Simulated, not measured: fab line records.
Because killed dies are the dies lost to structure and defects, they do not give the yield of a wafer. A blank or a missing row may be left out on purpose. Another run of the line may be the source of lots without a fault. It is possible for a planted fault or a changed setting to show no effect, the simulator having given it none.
fab line records	flow sky130
[record] lots = 5	wafers = 15	last_day = 50
route steps=708 shown METAL1@446 VIA1@458 PAD_OPEN@708
lots that met no fault: taken from a fault-free run of the same line
start_h: the number of hours between the record's first day and the start of the first shown wafer of the lot	wait_h: how many hours have passed since the lot's step before this one	" same as the row above	L1.1+2: a single row standing in for several wafers	- either no value or no given start	* or withheld: withheld	< > ~ a bound
route shown NAME@n: names a module that has steps shown in the file, with the first one's number in the route	usual: mean and standard deviation over wafers with no fault	same: alike in all rows	chamber/n: place in a boat	sites: the reading at each site	_std_site: standard deviation of those values	_edge_site: inner sites' mean taken away from outer sites' mean	radius_mm: how far each site lies from the wafer's centre	mask NAME#n: copy n	behind: the tool/chamber that last shaped the wafer	hold: what put the lot on hold/how long, in hours/how the hold closed	device: the transistor (n, p or np) that didn't switch	end of line: at the end of the route, the tests of the same wafers	a step without rows: its recipe alone	killed: dies lost to structure and defects at the first sort, not the wafer's yield	map: a wafer's dies, x killed, . not, _ none there
set.NAME: the setting as run; set.NAME@STEP: as run at that earlier step	model.NAME: the simulator's own value behind a step, which no gauge read
a table for each step, a row for each wafer; lots at some steps of the route
services: from which hour (start_h, from the record's first day; less than 0 if before it) a tool's chamber was out of use, for how many hours, and why
[[steps]]
[step SKY_METAL1_EXPOSE_12]
[recipe] mask_id = MM1	na = 0.8	source_shape = annular	sigma_inner = 0.55	sigma_outer = 0.85	target_cd_nm = 140	dose_mj = 28
[step SKY_METAL1_PEB_13]
[recipe] peb_temp_c = withheld	peb_time_s = withheld	resist = KrF-thick
[step SKY_METAL1_DEVELOP_14]
[recipe] develop_time_s = 60	resist = KrF-thick	dev_temp_c = 21
[step SKY_METAL1_CD_MEAS_15]
[recipe] target_cd_nm = 140
[usual] cd_nm = 140.1/1.4
lot.wafer	tool	chamber	start_h	wait_h	cd_nm
L757.2	cd_sem-01	-	784.28	-	140.0
L757.3	"	-	"	"	139.0
L757.4	"	-	"	"	139.0
L758.2	cd_sem-01	-	796.24	-	137.6
L758.3	"	-	"	"	140.0
L758.5	"	-	"	"	139.0
L762.2	cd_sem-01	-	817.44	-	140.5
L762.4	"	-	"	"	141.2
L762.5	"	-	"	"	140.0
L775.2	cd_sem-01	-	916.59	-	137.8
L775.4	"	-	"	"	140.1
L775.5	"	-	"	"	138.3
L776.1	cd_sem-01	-	920.99	-	140.0
L776.2	"	-	"	"	138.0
L776.4	"	-	"	"	139.1
[step SKY_METAL1_OVL_MEAS_16]
[usual] METAL1_OVL = 2/4.8
lot.wafer	tool	chamber	start_h	wait_h	METAL1_OVL[nm]
L757.2	overlay-02	-	784.38	0.1	12
L757.3	"	-	"	"	7
L757.4	"	-	"	"	9
L758.2	overlay-01	-	796.34	0.1	5
L758.3	"	-	"	"	-4
L758.5	"	-	"	"	2
L762.2	overlay-01	-	817.55	0.1	7
L762.4	"	-	"	"	10
L762.5	"	-	"	"	4
L775.2	overlay-01	-	916.69	0.1	-3
L775.4	"	-	"	"	0
L775.5	"	-	"	"	7
L776.1	overlay-02	-	921.11	0.1	7
L776.2	"	-	"	"	9
L776.4	"	-	"	"	6
[step SKY_METAL1_DESCUM_17]
[recipe] chemistry = O2	source_power_w = 150	bias_power_w = 0	pressure_mtorr = 10	temp_c = 40	time_s = 8
[usual] drypump_motor_current_A = 5.6/0.37	oes_product_au = 1.001/0.0087
lot.wafer	tool	chamber	start_h	wait_h	drypump_motor_current_A	oes_product_au	rf_hours_counter_h
L757.2	rie_metal-04	0	784.42	0.0	6.0	0.989	-
L757.3	"	0	"	"	6.0	0.997	-
L757.4	"	0	"	"	6.0	0.997	-
L758.2	rie_metal-04	0	796.38	0.0	6.0	0.992	-
L758.3	"	0	"	"	6.0	1.003	-
L758.5	"	0	"	"	6.0	0.996	-
L762.2	rie_metal-02	1	817.58	0.0	5.7	1.006	0
L762.4	"	0	"	"	5.8	1.009	-
L762.5	"	0	"	"	5.8	0.996	-
L775.2	rie_metal-04	1	916.72	0.0	5.2	1.008	4
L775.4	"	0	"	"	6.0	0.988	-
L775.5	"	0	"	"	6.0	0.992	-
L776.1	rie_metal-02	0	921.15	0.0	5.8	1.002	3
L776.2	"	1	"	"	5.7	0.996	5
L776.4	"	1	"	"	5.7	0.995	-
[step SKY_METAL1_ETCH_18]
[recipe] chemistry = N2/H2	target = BARC	ion_energy_ev = 200	bias_w = 100	pressure_mtorr = 30	n2_flow_sccm = 100	h2_flow_sccm = 200	icp_w = 482.9	stop_on = SiO2	time_s = 45.9	target_depth_a = 600
[usual] drypump_motor_current_A = 5.7/0.37	oes_product_au = 0.856/0.0049	throttle_valve_pct = 13.225/0.0084
lot.wafer	tool	chamber	start_h	wait_h	drypump_motor_current_A	oes_product_au	rf_hours_counter_h	throttle_valve_pct
L757.2	rie_metal-04	0	784.50	0.1	6.0	0.850	-	13.218
L757.3	"	0	"	"	6.0	0.865	-	13.218
L757.4	"	0	"	"	6.0	0.847	-	13.233
L758.2	rie_metal-04	0	796.46	0.1	6.0	0.860	-	13.230
L758.3	"	0	"	"	6.0	0.855	-	13.229
L758.5	"	0	"	"	6.0	0.858	-	13.226
L762.2	rie_metal-02	1	817.61	0.0	5.7	0.858	0	13.225
L762.4	"	0	"	"	5.8	0.861	-	13.238
L762.5	"	0	"	"	5.8	0.856	-	13.215
L775.2	rie_metal-04	1	916.75	0.0	5.2	0.857	4	13.210
L775.4	"	0	"	"	6.0	0.855	-	13.232
L775.5	"	0	"	"	6.0	0.859	-	13.226
L776.1	rie_metal-02	0	921.18	0.0	5.8	0.853	3	13.235
L776.2	"	1	"	"	5.7	0.856	5	13.223
L776.4	"	1	"	"	5.7	0.857	-	13.223
[step SKY_METAL1_METAL_ETCH_19]
[recipe] target_depth_a = 3600	stop_on = SiO2	over_etch_frac = 0.3	time_s = 78	chemistry = Cl2/BCl3	resist_sidewall_deg = 88	pressure_mtorr = 10	icp_w = 900	bias_w = 48.5	Cl2_flow_sccm = 60	bcl3_flow_sccm = 30
[usual] drypump_motor_current_A = 5.6/0.37	oes_product_au = 0.853/0.0052	throttle_valve_pct = 22.264/0.0088
lot.wafer	tool	chamber	start_h	wait_h	drypump_motor_current_A	oes_product_au	rf_hours_counter_h	throttle_valve_pct
L757.2	rie_metal-04	0	784.63	0.1	6.0	0.845	-	22.270
L757.3	"	0	"	"	6.0	0.851	-	22.264
L757.4	"	0	"	"	6.0	0.860	-	22.254
L758.2	rie_metal-04	0	796.59	0.1	6.0	0.848	-	22.261
L758.3	"	0	"	"	6.0	0.857	-	22.245
L758.5	"	0	"	"	6.0	0.861	-	22.282
L762.2	rie_metal-02	1	817.68	0.0	5.7	0.855	0	22.273
L762.4	"	0	"	"	5.8	0.852	-	22.267
L762.5	"	0	"	"	5.8	0.847	-	22.276
L775.2	rie_metal-04	1	916.82	0.0	5.2	0.853	4	22.270
L775.4	"	0	"	"	6.0	0.852	-	22.268
L775.5	"	0	"	"	6.0	0.857	-	22.255
L776.1	rie_metal-02	0	921.24	0.0	5.8	0.852	3	22.256
L776.2	"	1	"	"	5.7	0.862	5	22.279
L776.4	"	1	"	"	5.7	0.853	-	22.274
[step SKY_METAL1_STRIP_20]
[recipe] chemistry = O2/N2	power_w = 1400	pressure_mtorr = 1500	platen_temp_c = withheld	o2_flow_sccm = 3000	n2_flow_sccm = 300	overash_fraction = 0.5
[usual] drypump_motor_current_A = 5.6/0.43	oes_product_au = 0.344/0.0048	strip_time_to_endpoint_s = 2.72/0.041
lot.wafer	tool	chamber	start_h	wait_h	drypump_motor_current_A	oes_product_au	rf_hours_counter_h	strip_time_to_endpoint_s
L757.2	plasma_asher-04	1	784.78	0.1	5.7	0.349	31	2.75
L757.3	"	0	"	"	5.4	0.342	-	2.70
L757.4	"	1	"	"	5.7	0.344	-	2.74
L758.2	plasma_asher-03	1	796.74	0.1	5.5	0.348	69	2.81
L758.3	"	1	"	"	5.5	0.348	-	2.75
L758.5	"	1	"	"	5.5	0.349	-	2.79
L762.2	plasma_asher-01	0	817.77	0.1	6.6	0.354	104	2.73
L762.4	"	1	"	"	5.3	0.343	-	2.73
L762.5	"	1	"	"	5.3	0.340	-	2.75
L775.2	plasma_asher-04	0	916.91	0.1	5.4	0.345	45	2.67
L775.4	"	1	"	"	5.7	0.340	-	2.71
L775.5	"	1	"	"	5.7	0.346	-	2.74
L776.1	plasma_asher-03	0	921.33	0.1	5.2	0.341	81	2.73
L776.2	"	1	"	"	5.4	0.346	81	2.73
L776.4	"	1	"	"	5.5	0.345	-	2.76
[step SKY_METAL1_STRIP_21]
[recipe] chemistry = post_etch_residue_remover	time_s = 1200	temp_c = 72.5
[step SKY_METAL1_CLEAN_22]
[recipe] chemistry = IPA	time_s = 180	temp_c = 25
[step SKY_METAL1_CLEAN_23]
[recipe] chemistry = O3/DIW	dry = n2_spin
[step SKY_VIA1_HDPCVD_00]
[recipe] material = SiO2	target_thk_nm = 1030	sigma_open_frac = 0.3	time_s = 171.7	temp_c = 400	sih4_flow_sccm = 60	pressure_mtorr = 6
[usual] pressure_mtorr = 6.000/0.012	sih4_flow_sccm = 59.98/0.17
lot.wafer	tool	chamber	start_h	wait_h	pressure_mtorr	sih4_flow_sccm	model.SiO2_of_VIA1_HDPCVD_00.thk_nm
L757.2	hdpcvd-01	0	785.38	0.0	6.014	59.98	1031
L757.3	"	2	"	"	6.002	60.41	1023
L757.4	"	2	"	"	6.000	59.97	1036
L758.2	hdpcvd-02	2	797.33	0.0	5.992	60.02	1040
L758.3	"	0	"	"	5.982	59.81	1027
L758.5	"	0	"	"	5.997	59.66	1022
L762.2	hdpcvd-01	2	818.36	0.0	6.017	59.69	1031
L762.4	"	2	"	"	6.010	59.98	1040
L762.5	"	0	"	"	5.994	59.85	1037
L775.2	hdpcvd-02	0	918.01	0.0	5.989	60.08	1031
L775.4	"	1	"	"	5.984	60.09	1043
L775.5	"	2	"	"	5.996	59.90	356.8
L776.1	hdpcvd-01	2	921.93	0.0	5.986	60.18	1041
L776.2	"	0	"	"	6.003	59.66	1027
L776.4	"	0	"	"	6.005	59.98	1036
[step SKY_VIA1_THK_MEAS_01]
[recipe] reads = SiO2_of_VIA1_HDPCVD_00
[usual] VIA1_HDPCVD_THK = 1033/8.3
lot.wafer	tool	chamber	start_h	wait_h	VIA1_HDPCVD_THK[nm]
L757.2	film_metro-03	-	785.50	0.1	1032
L757.3	"	-	"	"	1023
L757.4	"	-	"	"	1036
L758.2	film_metro-03	-	797.48	0.1	1040
L758.3	"	-	"	"	1027
L758.5	"	-	"	"	1022
L762.2	film_metro-01	-	818.48	0.1	1031
L762.4	"	-	"	"	1040
L762.5	"	-	"	"	1036
L775.2	film_metro-03	-	918.13	0.1	1031
L775.4	"	-	"	"	1044
L775.5	"	-	"	"	357
L776.1	film_metro-03	-	922.04	0.1	1041
L776.2	"	-	"	"	1026
L776.4	"	-	"	"	1036
[step SKY_VIA1_CMP_02]
[recipe] material = SiO2	down_force_psi = 4	platen_rpm = 60	pad_velocity_m_s = 0.94248
[usual] motor_current_A = 12.5/1.3	platen_rpm = 60.00/0.037
lot.wafer	tool	chamber	start_h	wait_h	motor_current_A	platen_rpm
L757.2	cmp-01	0	785.55	0.0	14.5	59.95
L757.4	"	2	"	"	10.4	59.97
L757.3	"	3	"	"	11.4	59.94
L758.2	cmp-01	2	797.63	0.1	10.5	60.04
L758.3	"	3	"	"	11.8	60.06
L758.5	"	0	"	"	13.7	59.94
L762.2	cmp-01	3	818.63	0.1	11.9	59.95
L762.4	"	0	"	"	13.4	60.02
L762.5	"	1	"	"	12.5	60.01
L775.4	cmp-02	1	918.23	0.1	13.7	60.11
L775.2	"	2	"	"	11.2	60.03
L775.5	"	1	"	"	13.2	60.05
L776.2	cmp-02	1	922.15	0.1	12.9	59.96
L776.1	"	2	"	"	11.5	60.03
L776.4	"	3	"	"	15.5	60.02
[step SKY_PAD_OPEN_PROBE_99]
[usual] defect_limited_yield = 82.3/2	killed_at_M0_to_M3 = 44/7.9	killed_at_M4_up = 3.1/1.9	killed_at_contacts = 24/4.6	killed_at_front_end = 16/4.9	killed_at_other = 0.3/0.6	killed_dies = 87/9.7	killed_on_rim = 17/3.7	killed_open = 48/7.2	killed_short = 39/5.6
[same] gross_dies = 492	killed_at_back_side = 0
lot.wafer	tool	chamber	start_h	wait_h	defect_limited_yield[%]	killed_at_M0_to_M3	killed_at_M4_up	killed_at_contacts	killed_at_front_end	killed_at_other	killed_dies	killed_on_rim	killed_open	killed_short	model.etest.tester.sort_n_pass	model.etest.tester.sort_yield_pct	model.etest.tester.sort_bin_3_pct	model.etest.met2_comb.leak_log10_a_um	model.etest.tester.sort_bin_8_pct
L757.2	prober-01	-	1088.12	0.1	81.5	54	4	17	16	0	91	13	47	43	401	81.5	1.016	-12.11	0
L757.3	prober-01	-	1088.17	0.2	80.9	38	5	28	23	0	94	14	53	39	398	80.89	0.813	-12.01	0
L757.4	prober-01	-	1088.22	0.2	82.9	39	5	24	16	0	84	20	40	43	408	82.93	0.813	-12.04	0
L758.2	prober-02	-	1097.08	0.1	81.9	44	3	29	12	1	89	21	52	37	403	81.91	1.016	-12.05	0
L758.3	prober-02	-	1097.13	0.2	82.3	43	5	28	11	0	87	21	44	43	405	82.32	0.6098	-12.07	0
L758.5	prober-02	-	1097.23	0.2	86.4	28	2	26	10	1	67	7	35	32	425	86.38	0.813	-11.88	0
L762.2	prober-01	-	1116.68	0.1	85.2	39	1	23	10	0	73	14	38	35	419	85.16	1.626	-12.03	0
L762.4	prober-01	-	1116.78	0.2	83.7	41	3	29	7	0	80	14	39	41	412	83.74	0.813	-12.06	0
L762.5	prober-01	-	1116.83	0.2	80.5	55	1	27	13	0	96	19	62	34	396	80.49	0	-12.05	0
L775.2	prober-01	-	1190.78	0.1	82.1	41	5	25	17	0	88	21	47	41	404	82.11	0.813	-11.87	0
L775.4	prober-01	-	1190.88	0.2	82.3	43	4	23	17	0	87	17	50	37	405	82.32	0.6098	-11.87	0
L775.5	prober-01	-	1190.93	0.2	81.5	36	7	23	25	0	91	18	51	40	211	42.89	39.84	-7.184	7.299e-09
L776.1	prober-01	-	1191.40	0.1	82.1	42	2	29	15	0	88	16	59	29	404	82.11	0.6098	-11.93	0
L776.2	prober-01	-	1191.45	0.1	83.1	41	2	28	12	0	83	16	37	46	409	83.13	1.829	-11.89	0
L776.4	prober-01	-	1191.55	0.2	83.3	40	1	25	16	0	82	13	43	39	410	83.33	0.4065	-12.02	0
// killed by level:class
L757.2 METAL2:geometric_particle:short=11 VIA1:geometric_particle:open=10 CONTACT:geometric_particle:open=8 LI_CONTACT:geometric_particle:open=7 METAL1:geometric_particle:short=7 VIA2:geometric_particle:open=7 FIELD_ISO:geometric_particle:short=4 FIELD_ISO:geometric_particle:open=4
L757.3 VIA1:geometric_particle:open=15 CONTACT:geometric_particle:open=9 POLY_GATE:geometric_particle:short=8 LI_CONTACT:geometric_particle:open=7 CONTACT:geometric_particle:short=7 LOCAL_INTERCONNECT:geometric_particle:short=5 FIELD_ISO:geometric_particle:short=4 POLY_GATE:geometric_particle:open=4
L757.4 VIA1:geometric_particle:open=8 LI_CONTACT:geometric_particle:open=6 CONTACT:geometric_particle:open=6 VIA1:geometric_particle:short=5 LOCAL_INTERCONNECT:geometric_particle:short=5 METAL1:geometric_particle:short=5 FIELD_ISO:geometric_particle:short=4 POLY_GATE:geometric_particle:short=4
L758.2 VIA1:geometric_particle:open=13 LI_CONTACT:geometric_particle:open=8 VIA2:geometric_particle:open=8 CONTACT:geometric_particle:open=7 METAL1:geometric_particle:short=6 LI_CONTACT:geometric_particle:short=5 FIELD_ISO:geometric_particle:short=4 LOCAL_INTERCONNECT:geometric_particle:short=4
L758.3 VIA1:geometric_particle:open=11 LI_CONTACT:geometric_particle:open=8 CONTACT:geometric_particle:open=8 METAL2:geometric_particle:short=7 METAL1:geometric_particle:short=5 CONTACT:geometric_particle:short=4 LOCAL_INTERCONNECT:geometric_particle:short=4 VIA1:geometric_particle:short=4
L758.5 CONTACT:geometric_particle:open=9 LI_CONTACT:geometric_particle:open=7 VIA2:geometric_particle:open=6 LOCAL_INTERCONNECT:geometric_particle:short=5 VIA1:geometric_particle:short=5 VIA3:geometric_particle:open=4 FIELD_ISO:geometric_particle:short=3 LI_CONTACT:geometric_particle:short=3
L762.2 CONTACT:geometric_particle:open=10 VIA1:geometric_particle:open=7 VIA3:geometric_particle:open=7 LOCAL_INTERCONNECT:geometric_particle:short=5 CONTACT:geometric_particle:short=5 VIA1:geometric_particle:short=4 VIA2:geometric_particle:open=4 FIELD_ISO:geometric_particle:short=3
L762.4 CONTACT:geometric_particle:open=10 VIA2:geometric_particle:open=8 LOCAL_INTERCONNECT:geometric_particle:short=7 VIA3:geometric_particle:open=7 LI_CONTACT:geometric_particle:open=6 METAL1:geometric_particle:short=5 METAL2:geometric_particle:short=5 CONTACT:geometric_particle:short=4
L762.5 CONTACT:geometric_particle:open=14 VIA2:geometric_particle:open=12 VIA1:geometric_particle:open=9 VIA3:geometric_particle:open=8 METAL1:geometric_particle:short=8 POLY_GATE:geometric_particle:open=5 LI_CONTACT:geometric_particle:open=5 CONTACT:geometric_particle:short=4
L775.2 VIA2:geometric_particle:open=10 VIA1:geometric_particle:open=9 CONTACT:geometric_particle:open=8 POLY_GATE:geometric_particle:open=6 VIA1:geometric_particle:short=6 LI_CONTACT:geometric_particle:short=5 METAL1:geometric_particle:short=5 POLY_GATE:geometric_particle:short=4
L775.4 VIA1:geometric_particle:open=13 CONTACT:geometric_particle:open=9 VIA2:geometric_particle:open=9 VIA1:geometric_particle:short=7 LI_CONTACT:geometric_particle:open=7 CONTACT:geometric_particle:short=5 METAL2:geometric_particle:short=5 FIELD_ISO:geometric_particle:short=4
L775.5 POLY_GATE:geometric_particle:open=10 VIA1:geometric_particle:open=8 FIELD_ISO:geometric_particle:open=7 LI_CONTACT:geometric_particle:open=7 METAL4:geometric_particle:short=6 METAL2:geometric_particle:short=6 VIA3:geometric_particle:open=6 CONTACT:geometric_particle:open=5
L776.1 VIA3:geometric_particle:open=11 CONTACT:geometric_particle:open=10 VIA1:geometric_particle:open=10 LI_CONTACT:geometric_particle:open=7 FIELD_ISO:geometric_particle:open=6 POLY_GATE:geometric_particle:open=5 CONTACT:geometric_particle:short=5 LI_CONTACT:geometric_particle:short=4
L776.2 VIA2:geometric_particle:short=8 LI_CONTACT:geometric_particle:open=7 CONTACT:geometric_particle:short=7 METAL1:geometric_particle:short=7 CONTACT:geometric_particle:open=6 VIA1:geometric_particle:open=6 VIA3:geometric_particle:open=6 LI_CONTACT:geometric_particle:short=5
L776.4 LI_CONTACT:geometric_particle:open=9 CONTACT:geometric_particle:open=8 VIA1:geometric_particle:open=7 VIA3:geometric_particle:short=6 VIA2:geometric_particle:open=6 METAL2:geometric_particle:short=5 FIELD_ISO:geometric_particle:open=4 FIELD_ISO:geometric_particle:short=4
[[services]]
tool	chamber	start_h	hours	kind
cmp-01	-	762.63	0.7	repair
cmp-02	-	770.13	13.8	pm
rie_metal-02	1	776.31	2.2	repair
rie_metal-02	1	778.51	-	clean
rie_metal-02	1	778.51	22.7	scheduled_down
rie_metal-02	1	778.51	22.7	vent_cycle
rie_metal-04	1	779.81	-	clean
rie_metal-04	1	779.81	19.7	scheduled_down
rie_metal-04	1	779.81	19.7	vent_cycle
cmp-01	-	780.91	1.5	repair
cmp-02	-	798.91	0.6	repair
cmp-01	-	839.57	1.1	repair
cmp-01	-	840.69	5.2	pm
rie_metal-02	-	852.24	1.1	repair
plasma_asher-03	-	863.21	1.4	repair
hdpcvd-02	-	879.38	2.8	pm
hdpcvd-01	-	883.00	0.3	repair
cmp-02	-	899.82	3.9	pm
cmp-02	-	905.68	2.5	repair
hdpcvd-01	-	906.48	2.5	repair
cmp-01	-	912.17	4.0	pm
rie_metal-04	-	912.91	2.8	pm
plasma_asher-01	-	920.30	2.3	repair
cmp-01	-	921.82	3.0	repair
[[key]]
[first_sign] step = SKY_VIA1_THK_MEAS_01	reading = VIA1_HDPCVD_THK	direction = down	sigmas = 81	usual = 1033	struck = 357
effect none on later readings
[model_effect] step = SKY_VIA1_HDPCVD_00	value = SiO2_of_VIA1_HDPCVD_00.thk_nm	without = 1026	struck = 356.8
[model_effect] step = SKY_PAD_OPEN_PROBE_99	value = etest.tester.sort_n_pass	without = 401	struck = 211
met_at SKY_VIA1_HDPCVD_00
struck_wafers L775.5
onset_between 797.33 918.01
[fault] kind = process_parameter_drift	tool = hdpcvd-02	chamber = 2	onset_h = 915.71	steps = SKY_VIA1_HDPCVD_00	channel = target_thk_nm	offset = -668.75	shape = step	end_h = 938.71	acts_in = these_recipes_only	stated = 1030
